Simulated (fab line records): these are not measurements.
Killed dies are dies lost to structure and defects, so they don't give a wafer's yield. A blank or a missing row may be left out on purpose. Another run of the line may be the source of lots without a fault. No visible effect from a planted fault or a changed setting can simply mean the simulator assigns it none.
Which tool was responsible? -- flow gf180mcu -- 18 wafers from 6 lots sampled at 2 of the route's 602 steps

## WHAT THE GAUGES READ, wafer by wafer
GF_POLY_GATE_CD_MEAS_18.
lot,measured,on,cd nm (nm)
L802,day 9 22:23,cd sem-01,280.8 280.8 279.8
L804,day 10 12:34,cd sem-02,282.7 279.9 282.9
L806,day 11 00:28,cd sem-01,282.5 282.2 282.0
L809,day 11 21:56,cd sem-01,283.5 279.6 278.7
L811,day 12 15:03,cd sem-02,278.7 282.3 280.7
L819,day 14 22:23,cd sem-02,283.6 281.4 281.8

## TOOL THAT RAN EACH LOT (tool first, then ch and the chambers of the sampled wafers, then the start)
lot,GF_DNWELL_EXPOSE_04
L802,"iline stepper-01 ch 0, day 2 22:55"
L804,"iline stepper-01 ch 0, day 3 11:32"
L806,"iline stepper-01 ch 0, day 3 19:44"
L809,"iline stepper-01 ch 0, day 4 10:35"
L811,"iline stepper-01 ch 0, day 4 21:41"
L819,"iline stepper-02 ch 0, day 6 16:17"
- GF_DNWELL_EXPOSE_04: exposes mask DNWELL, target cd 1700 nm.

## THE ANSWER, worked out from the rows above alone
Rule: usual is defined by the lots themselves. The widest of any qualifying gaps counts: lots, ordered by their means at a reading, are off when they make up no more than a third of the lots, leave a main group of 4 or more, and stand apart from it by 3 or more times the standard deviation of that group's means. The tables above print the reading to a certain number of digits; a main group whose means all agree to those digits is not used. Also off: a lot with no number at a reading for which 4 or more lots have one. The other lots that the step has rows for count as sound.
Across all readings shown, no lot is off: no conclusion can be drawn from this.

## WHAT HAD BEEN PUT IN BY THE SIMULATOR
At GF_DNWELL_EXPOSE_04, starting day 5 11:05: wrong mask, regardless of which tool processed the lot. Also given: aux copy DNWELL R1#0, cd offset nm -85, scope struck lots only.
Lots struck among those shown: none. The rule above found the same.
